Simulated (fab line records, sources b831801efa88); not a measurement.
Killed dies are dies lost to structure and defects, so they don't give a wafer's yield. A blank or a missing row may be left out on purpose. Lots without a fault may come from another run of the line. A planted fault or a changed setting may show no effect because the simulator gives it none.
Which tool did it? | flow gf180mcu | 24 lots, 72 wafers sampled, at 6 steps of a route of 602

WHAT THE GAUGES READ, wafer by wafer
GF_CONTACT_CD_MEAS_14: target cd 220 nm.
lot  | measured     | on        | cd_nm (nm)
L074 | day 16 06:45 | cd_sem-02 | 219.1 220.9 220.5
L075 | day 16 13:20 | cd_sem-02 | 219.9 221.1 221.5
L076 | day 16 14:44 | cd_sem-02 | 220.9 220.0 219.6
L077 | day 17 01:32 | cd_sem-01 | 221.0 221.2 220.6
L078 | day 17 05:51 | cd_sem-02 | 223.3 222.5 221.1
L080 | day 18 12:36 | cd_sem-02 | 219.8 219.3 219.4
L079 | day 18 13:07 | cd_sem-02 | 220.3 220.0 220.9
L081 | day 18 18:48 | cd_sem-01 | 218.5 219.2 218.9
L082 | day 18 23:18 | cd_sem-02 | 221.9 222.0 220.7
L083 | day 19 18:49 | cd_sem-02 | 217.1 219.1 218.7
L085 | day 20 01:08 | cd_sem-02 | 219.8 221.9 220.9
L084 | day 20 02:39 | cd_sem-02 | 219.2 218.5 219.6
L086 | day 20 09:49 | cd_sem-01 | 221.0 221.0 222.5
L087 | day 20 11:54 | cd_sem-01 | 218.8 220.5 221.9
L088 | day 21 09:37 | cd_sem-01 | 221.0 219.8 220.3
L090 | day 22 00:48 | cd_sem-02 | 218.6 219.4 219.3
L089 | day 22 01:37 | cd_sem-01 | 221.1 219.6 220.2
L091 | day 22 19:55 | cd_sem-02 | 218.8 219.1 220.0
L093 | day 22 21:39 | cd_sem-02 | 221.6 220.8 223.1
L092 | day 22 23:08 | cd_sem-01 | 219.2 220.1 219.8
L094 | day 23 21:03 | cd_sem-01 | 221.6 220.4 221.3
L096 | day 24 00:39 | cd_sem-01 | 222.6 221.3 222.2
L095 | day 24 02:40 | cd_sem-01 | 221.3 222.1 222.7
L097 | day 24 10:56 | cd_sem-02 | 220.4 219.4 218.4

GF_M3_THK_MEAS_06: measures by xrf.
lot  | measured     | on            | M3_ALCU_THK (nm)
L074 | day 20 12:04 | film_metro-02 | 443 439 448
L075 | day 20 20:03 | film_metro-01 | 438 435 440
L076 | day 20 22:35 | film_metro-01 | 443 436 448
L077 | day 21 09:26 | film_metro-02 | 442 449 441
L078 | day 21 12:38 | film_metro-02 | 456 451 442
L080 | day 22 20:43 | film_metro-04 | 450 446 444
L079 | day 22 23:16 | film_metro-04 | 441 444 449
L081 | day 23 02:11 | film_metro-02 | 444 448 446
L082 | day 23 07:15 | film_metro-04 | 431 446 445
L083 | day 24 00:45 | film_metro-04 | 441 437 442
L085 | day 24 06:52 | film_metro-01 | 450 450 448
L084 | day 24 08:17 | film_metro-01 | 444 443 442
L086 | day 24 12:39 | film_metro-02 | 447 446 447
L087 | day 24 16:09 | film_metro-04 | 441 443 442
L088 | day 25 10:21 | film_metro-01 | 438 427 437
L090 | day 26 02:12 | film_metro-01 | 437 441 436
L089 | day 26 03:24 | film_metro-04 | 452 451 446
L091 | day 26 18:50 | film_metro-04 | 442 452 450
L093 | day 26 20:22 | film_metro-01 | 445 442 442
L092 | day 26 19:50 | film_metro-01 | 442 442 442
L094 | day 27 16:58 | film_metro-02 | 451 447 450
L096 | day 27 22:16 | film_metro-01 | 441 440 438
L095 | day 27 23:02 | film_metro-01 | 432 424 428
L097 | day 28 04:28 | film_metro-04 | 441 443 450

GF_V5_OVL_MEAS_15.
lot  | measured     | on         | V5_OVL (nm)
L074 | day 27 07:28 | overlay-02 | -6 2 -2
L075 | day 27 13:32 | overlay-02 | 3 -8 -3
L076 | day 27 16:31 | overlay-02 | 4 6 -6
L077 | day 27 23:50 | overlay-02 | -8 2 -8
L078 | day 28 03:07 | overlay-01 | -3 -2 0
L080 | day 29 06:32 | overlay-01 | -11 2 0
L079 | day 29 08:21 | overlay-01 | 0 -2 -1
L081 | day 29 11:43 | overlay-02 | -5 9 2
L082 | day 29 16:59 | overlay-02 | 7 6 -3
L083 | day 30 07:29 | overlay-01 | -2 1 1
L085 | day 30 11:12 | overlay-02 | 0 4 -1
L084 | day 30 12:38 | overlay-02 | 0 0 2
L086 | day 30 15:55 | overlay-01 | 13 7 1
L087 | day 30 16:45 | overlay-02 | -3 -1 -5
L088 | day 31 09:37 | overlay-01 | -1 -2 -2
L090 | day 31 21:59 | overlay-01 | -4 -2 1
L089 | day 32 00:36 | overlay-01 | -3 9 7
L091 | day 32 11:55 | overlay-01 | 5 5 0
L093 | day 32 13:19 | overlay-02 | -2 6 -5
L092 | day 32 13:00 | overlay-02 | -5 -9 -10
L094 | day 33 05:31 | overlay-02 | 6 0 15
L096 | day 33 10:38 | overlay-02 | 5 9 4
L095 | day 33 12:21 | overlay-02 | -3 -2 2
L097 | day 33 15:09 | overlay-02 | -2 0 1

WHICH TOOL RAN EACH LOT (tool, then ch and the chambers of the sampled wafers, then the start)
lot  | GF_V3_ETCH_16                      | GF_M4_SPUTTER_01             | GF_V4_SPUTTER_21
L074 | rie_diel-03 ch 0,2,3, day 22 13:38 | pvd_sputter-01, day 22 15:05 | pvd_sputter-04, day 24 13:53
L075 | rie_diel-04 ch 0,1,2, day 22 20:23 | pvd_sputter-02, day 22 21:53 | pvd_sputter-03, day 24 20:51
L076 | rie_diel-02 ch 0,1,2, day 22 23:05 | pvd_sputter-01, day 23 00:32 | pvd_sputter-04, day 24 23:12
L077 | rie_diel-04 ch 2,3, day 23 08:32   | pvd_sputter-03, day 23 09:59 | pvd_sputter-04, day 25 08:12
L078 | rie_diel-03 ch 0,2,3, day 23 12:17 | pvd_sputter-02, day 23 13:44 | pvd_sputter-03, day 25 10:52
L080 | rie_diel-02 ch 0,1,2, day 24 18:59 | pvd_sputter-02, day 24 20:33 | pvd_sputter-04, day 26 17:18
L079 | rie_diel-03 ch 0,1,3, day 24 21:17 | pvd_sputter-01, day 24 22:47 | pvd_sputter-01, day 26 18:22
L081 | rie_diel-03 ch 0,1,3, day 24 23:56 | pvd_sputter-02, day 25 01:25 | pvd_sputter-04, day 26 22:09
L082 | rie_diel-04 ch 0,1,2, day 25 04:44 | pvd_sputter-03, day 25 06:15 | pvd_sputter-04, day 27 03:19
L083 | rie_diel-02 ch 0,1,3, day 25 21:14 | pvd_sputter-01, day 25 22:47 | pvd_sputter-04, day 27 19:16
L085 | rie_diel-04 ch 0,1,3, day 26 03:02 | pvd_sputter-03, day 26 04:31 | pvd_sputter-04, day 27 23:05
L084 | rie_diel-02 ch 0,2,3, day 26 04:43 | pvd_sputter-03, day 26 06:10 | pvd_sputter-03, day 28 01:30
L086 | rie_diel-04 ch 0,2, day 26 08:17   | pvd_sputter-03, day 26 09:46 | pvd_sputter-01, day 28 05:22
L087 | rie_diel-03 ch 0,1,2, day 26 11:08 | pvd_sputter-02, day 26 12:35 | pvd_sputter-03, day 28 06:37
L088 | rie_diel-04 ch 1,2, day 27 04:14   | pvd_sputter-03, day 27 05:41 | pvd_sputter-03, day 28 22:45
L090 | rie_diel-02 ch 0,3, day 27 18:41   | pvd_sputter-03, day 27 21:25 | pvd_sputter-03, day 29 14:10
L089 | rie_diel-03 ch 1,2, day 27 21:41   | pvd_sputter-02, day 27 23:08 | pvd_sputter-04, day 29 15:33
L091 | rie_diel-04 ch 1,2,3, day 28 11:53 | pvd_sputter-02, day 28 13:34 | pvd_sputter-01, day 30 05:13
L093 | rie_diel-04 ch 1,2, day 28 13:14   | pvd_sputter-03, day 28 14:46 | pvd_sputter-03, day 30 06:59
L092 | rie_diel-03 ch 0,3, day 28 12:53   | pvd_sputter-02, day 28 14:28 | pvd_sputter-01, day 30 06:41
L094 | rie_diel-04 ch 1,2,3, day 29 09:02 | pvd_sputter-03, day 29 10:29 | pvd_sputter-01, day 31 01:32
L096 | rie_diel-03 ch 1,3, day 29 14:02   | pvd_sputter-02, day 29 15:29 | pvd_sputter-01, day 31 06:17
L095 | rie_diel-02 ch 0,1,3, day 29 14:23 | pvd_sputter-03, day 29 15:52 | pvd_sputter-04, day 31 06:29
L097 | rie_diel-03 ch 1,2,3, day 29 19:50 | pvd_sputter-02, day 29 21:19 | pvd_sputter-01, day 31 11:25
- GF_V3_ETCH_16: etches BARC in N2/H2.
- GF_M4_SPUTTER_01: material TiN, target thk 30 nm, time 25 s.
- GF_V4_SPUTTER_21: material Ti, target thk 15 nm, time 80.02 s.

WHAT THE TOOLS THEMSELVES READ (means of the sampled wafers that have a number; where no wafer has one, the mark that the record gives instead)
GF_V3_ETCH_16.
lot  | tool        | drypump_motor_current_A (A) | oes_product_au (a.u.) | throttle_valve_pct (%)
L074 | rie_diel-03 | 6.1                         | 0.855                 | 13.221
L075 | rie_diel-04 | 5.9                         | 0.852                 | 13.222
L076 | rie_diel-02 | 5.4                         | 0.851                 | 13.215
L077 | rie_diel-04 | 5.9                         | 0.857                 | 13.236
L078 | rie_diel-03 | 6.1                         | 0.854                 | 13.215
L080 | rie_diel-02 | 5.4                         | 0.861                 | 13.216
L079 | rie_diel-03 | 6.0                         | 0.851                 | 13.219
L081 | rie_diel-03 | 6.0                         | 0.860                 | 13.226
L082 | rie_diel-04 | 5.9                         | 0.854                 | 13.225
L083 | rie_diel-02 | 5.4                         | 0.855                 | 13.227
L085 | rie_diel-04 | 5.7                         | 0.855                 | 13.224
L084 | rie_diel-02 | 5.6                         | 0.857                 | 13.233
L086 | rie_diel-04 | 6.0                         | 0.861                 | 13.214
L087 | rie_diel-03 | 5.8                         | 0.856                 | 13.229
L088 | rie_diel-04 | 6.1                         | 0.854                 | 13.225
L090 | rie_diel-02 | 5.6                         | 0.852                 | 13.220
L089 | rie_diel-03 | 5.6                         | 0.854                 | 13.223
L091 | rie_diel-04 | 5.9                         | 0.853                 | 13.224
L093 | rie_diel-04 | 5.8                         | 0.855                 | 13.226
L092 | rie_diel-03 | 6.2                         | 0.859                 | 13.225
L094 | rie_diel-04 | 5.9                         | 0.857                 | 13.219
L096 | rie_diel-03 | 5.9                         | 0.852                 | 13.229
L095 | rie_diel-02 | 5.4                         | 0.863                 | 13.227
L097 | rie_diel-03 | 5.8                         | 0.856                 | 13.223

GF_M4_SPUTTER_01.
lot  | tool           | throttle_valve_pct (%)
L074 | pvd_sputter-01 | 29.6
L075 | pvd_sputter-02 | 29.8
L076 | pvd_sputter-01 | 30.1
L077 | pvd_sputter-03 | 30.7
L078 | pvd_sputter-02 | 29.6
L080 | pvd_sputter-02 | 29.1
L079 | pvd_sputter-01 | 29.8
L081 | pvd_sputter-02 | 29.4
L082 | pvd_sputter-03 | 31.8
L083 | pvd_sputter-01 | 29.8
L085 | pvd_sputter-03 | 32.0
L084 | pvd_sputter-03 | 31.0
L086 | pvd_sputter-03 | 31.6
L087 | pvd_sputter-02 | 29.7
L088 | pvd_sputter-03 | 30.6
L090 | pvd_sputter-03 | 29.8
L089 | pvd_sputter-02 | 29.3
L091 | pvd_sputter-02 | 29.4
L093 | pvd_sputter-03 | 32.0
L092 | pvd_sputter-02 | 28.7
L094 | pvd_sputter-03 | 31.1
L096 | pvd_sputter-02 | 29.8
L095 | pvd_sputter-03 | 30.9
L097 | pvd_sputter-02 | 29.3

GF_V4_SPUTTER_21.
lot  | tool           | throttle_valve_pct (%)
L074 | pvd_sputter-04 | 29.4
L075 | pvd_sputter-03 | 30.8
L076 | pvd_sputter-04 | 29.2
L077 | pvd_sputter-04 | 29.9
L078 | pvd_sputter-03 | 30.8
L080 | pvd_sputter-04 | 30.0
L079 | pvd_sputter-01 | 29.7
L081 | pvd_sputter-04 | 29.5
L082 | pvd_sputter-04 | 29.1
L083 | pvd_sputter-04 | 29.1
L085 | pvd_sputter-04 | 29.5
L084 | pvd_sputter-03 | 32.1
L086 | pvd_sputter-01 | 29.7
L087 | pvd_sputter-03 | 31.6
L088 | pvd_sputter-03 | 31.7
L090 | pvd_sputter-03 | 31.9
L089 | pvd_sputter-04 | 29.9
L091 | pvd_sputter-01 | 30.0
L093 | pvd_sputter-03 | 30.6
L092 | pvd_sputter-01 | 30.0
L094 | pvd_sputter-01 | 30.1
L096 | pvd_sputter-01 | 30.0
L095 | pvd_sputter-04 | 30.0
L097 | pvd_sputter-01 | 29.8

THE ANSWER, worked out from the rows above alone
Rule: what is usual is taken from the lots themselves. Put in order of their means at a reading, lots are off if they are a third of the lots or fewer, leave a main group of 4 or more, and stand apart from it by a gap of 3 or more times the standard deviation of the main group's means; of several such gaps the widest counts. A main group whose means are all the same, to the digits that the tables above print for the reading, isn't used. A lot without any number at a reading at which 4 lots or more have one is off too. The other lots that the step has rows for count as sound. The gauges are gone through in route order, then the tools' own readings, and for those a lot's mean is taken as printed above. The first step at which some lot is off is used, and at that step the reading that is off furthest; a lot without a number counts as furthest.
No lot is off at any reading shown: from this, nothing can be told.

WHAT THE SIMULATOR HAD PUT IN
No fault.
